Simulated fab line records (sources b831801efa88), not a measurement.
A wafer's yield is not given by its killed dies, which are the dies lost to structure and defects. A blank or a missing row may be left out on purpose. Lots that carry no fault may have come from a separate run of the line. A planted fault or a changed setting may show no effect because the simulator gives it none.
8D (eight disciplines) problem report, filled in by code || flow sky130 || the parts of the form that need people (team, actions taken, sign-off) are left out

== 1. WHAT WENT WRONG ==
Mean LI_CONTACT_W_RS at SKY_LI_CONTACT_RS_MEAS_22: 0.2613 ohm/sq over 6 wafers in 2 lots; fault-free wafers: 0.2855 ohm/sq, standard deviation 0.0026. That puts it -9.3 standard deviations away from the usual mean.
The step: measures by four-point-probe.
First observed at day 33 13:36: wafer L905.2, on filmMetro-04. The record holds 42 wafers of 14 lots with a number at this step. The rule behind "out" and "out of limits": a value lying over 4 standard deviations away from the usual mean. The other wafers with a number count as sound.

== 2. WHAT IT IS; WHAT IT IS NOT ==
{"question": "which readings at this step", "is": "LI_CONTACT_W_RS", "is not": "-"}
{"question": "which lots", "is": "L905, L907", "is not": "L892, L894, L897, L898, L899, L900, L901, L904, L906, L909, L911, L915"}
{"question": "which wafers of those lots", "is": "all that have a number", "is not": "-"}
{"question": "read on which gauges", "is": "filmMetro-04", "is not": "filmMetro-02, filmMetro-03"}
{"question": "when", "is": "from day 33 13:36", "is not": "up to then (24 sound wafers); but 12 sound wafers of L906, L909, L911, L915 came after"}

== 3. SUSPECTS, AND WHAT RULES EACH OUT ==
Counting: a tool at a process step up to the reading stays a suspect if it ran every lot that is out and no sound lot after the first of them.
- ruled out: the gauge at SKY_LI_CONTACT_RS_MEAS_22. All the wafers that are out were read on filmMetro-04, but those of them that SKY_LI_CONTACT_CVD_21 has rows for are out there too, on other tools.
- cvdW-01 at SKY_LI_CONTACT_CVD_21 (deposits W, target thk 400 nm, time 120.56 s): ruled out as a lasting fault. After its first lot that is out, L905 (day 33 13:27), sound lots L915 ran on it.
Left after counting: nothing in the record.

== 4. THE CAUSE (what the simulator had put in) ==
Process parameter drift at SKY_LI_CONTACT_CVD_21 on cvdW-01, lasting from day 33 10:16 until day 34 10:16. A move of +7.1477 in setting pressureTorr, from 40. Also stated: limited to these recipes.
The count ruled it out by mistake, since the rule takes a fault to strike every lot its tool runs from the start of the fault on, and this one did not do so.

== 5. THE CHAIN OF EFFECTS, in route order ==
Rows list readings where the struck wafers' mean (over those with a number) sits beyond 3 standard deviations from the usual. Readings are gone through only where the record gives a usual standard deviation; hours: the median, over the lots, of the time from a lot's start at the first step in this table giving one to that lot's start at this step; sigmas: the change measured in usual standard deviations.
{"hours": 0, "step": "SKY_LI_CONTACT_CVD_21", "reading": "chamberPressureTorr", "usual": "40.00 Torr", "on struck wafers": 47.14, "change": "+7.14", "sigmas": "+94"}
{"hours": 0, "step": "SKY_LI_CONTACT_RS_MEAS_22", "reading": "LI_CONTACT_W_RS", "usual": "0.2855 ohm/sq", "on struck wafers": 0.2613, "change": -0.0242, "sigmas": -9.3}
{"hours": 0, "step": "SKY_LI_CONTACT_THK_MEAS_23", "reading": "LI_CONTACT_W_THK", "usual": "415 nm", "on struck wafers": 447, "change": "+32", "sigmas": "+4.5"}
Process steps it contains:
- SKY_LI_CONTACT_CVD_21: deposits W, target thk 400 nm, time 120.56 s.

== 6. HOW IT WOULD HAVE BEEN CAUGHT EARLIER ==
The first out-of-limits reading at a measuring or inspecting step in this record came at day 33 13:36, 3 hours after the fault's start at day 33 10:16.
Tool's own readings at SKY_LI_CONTACT_CVD_21, chamberPressureTorr: out on all struck wafers the step has rows for; an alarm limit on them would have tripped on the first.
